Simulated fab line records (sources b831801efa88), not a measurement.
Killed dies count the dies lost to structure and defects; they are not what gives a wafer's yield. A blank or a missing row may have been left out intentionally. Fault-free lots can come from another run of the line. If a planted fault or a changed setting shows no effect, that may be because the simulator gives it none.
8D (eight disciplines) problem report, filled in by code :: flow gf180mcu :: the parts of the form that need people (team, actions taken, sign-off) are left out

## 1. PROBLEM STATEMENT
Wafers without a fault read 804.4, standard deviation 1.2; wafer_temp_C_max at GF_SALICIDE_RTA_08 reads a mean of 938.9 on 6 wafers belonging to 2 lots. So: +99 or more standard deviations from the usual mean.
The step: time 30 s.
First observed at day 20 08:05: wafer L913.1, on rtp-anneal-02. At this step, 42 wafers from 14 lots have a number in the record. Rule for "out", or "out of limits": more than 4 standard deviations from the usual mean. The rest of the wafers with a number are treated as sound.

## 2. WHAT IT IS; WHAT IT IS NOT
question: which readings at this step
is: wafer_temp_C_max, lamp-power-pct
is not: chamber-o2-ppm

question: which lots
is: L913, L914
is not: L901, L903, L905, L907, L910, L912, L915, L917, L920, L921, L922, L923

question: which wafers of those lots
is: all that have a number
is not: -

question: read on which tools
is: rtp-anneal-02
is not: rtp-anneal-01

question: when
is: from day 20 08:05
is not: up to then (18 sound wafers); but 18 sound wafers of L915, L917, L920, L921, L922, L923 came after

## 3. WHAT RULES OUT EACH SUSPECT
Counting: a tool at any process step up to the reading remains a suspect when it ran all the lots that are out and ran no sound lot after the first of those.
- rtp-anneal-02 at GF_SALICIDE_RTA_08 (time 30 s): kept. Every lot that is out went through it, starting with L913 (day 20 08:05), and after that it ran no sound lot; the last sound lot it ran before then is L907 (day 17 18:56). Its own readings are out on those wafers: lamp-power-pct, wafer_temp_C_max.
The count leaves rtp-anneal-02 at GF_SALICIDE_RTA_08.

## 4. THE CAUSE (what the simulator had put in)
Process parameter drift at GF_SALICIDE_RTA_08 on rtp-anneal-02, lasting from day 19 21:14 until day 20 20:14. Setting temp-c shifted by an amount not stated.
After counting, this tool was the only one left.

## 5. THE EFFECT CHAIN, in route order
One row per reading whose mean, taken over the struck wafers that have a number, lies over 3 standard deviations from the usual. Only readings for which the record gives a usual standard deviation are gone through. hours: the time from each lot's start at the first step in this table that gives one to its start at this step, as a median over the lots. sigmas: the change in usual standard deviations.
hours: 0
step: GF_SALICIDE_RTA_08
reading: lamp-power-pct
usual: 17.5 %
on struck wafers: 28.4
change: +10.9
sigmas: +11

hours: 0
step: GF_SALICIDE_RTA_08
reading: wafer_temp_C_max
usual: 804.4
on struck wafers: 938.9
change: +134.5
sigmas: +99 or more
Process steps it contains:
- GF_SALICIDE_RTA_08: time 30 s.
Later steps that measure or inspect, where all struck wafers having a row at the step show a number for every such reading and not one has moved that far: GF_M1_CD_MEAS_14.

## 6. WHAT WOULD HAVE CAUGHT IT SOONER
11 hours passed between the start of the fault at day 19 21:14 and the first reading out of limits in this record, taken at day 20 08:05.
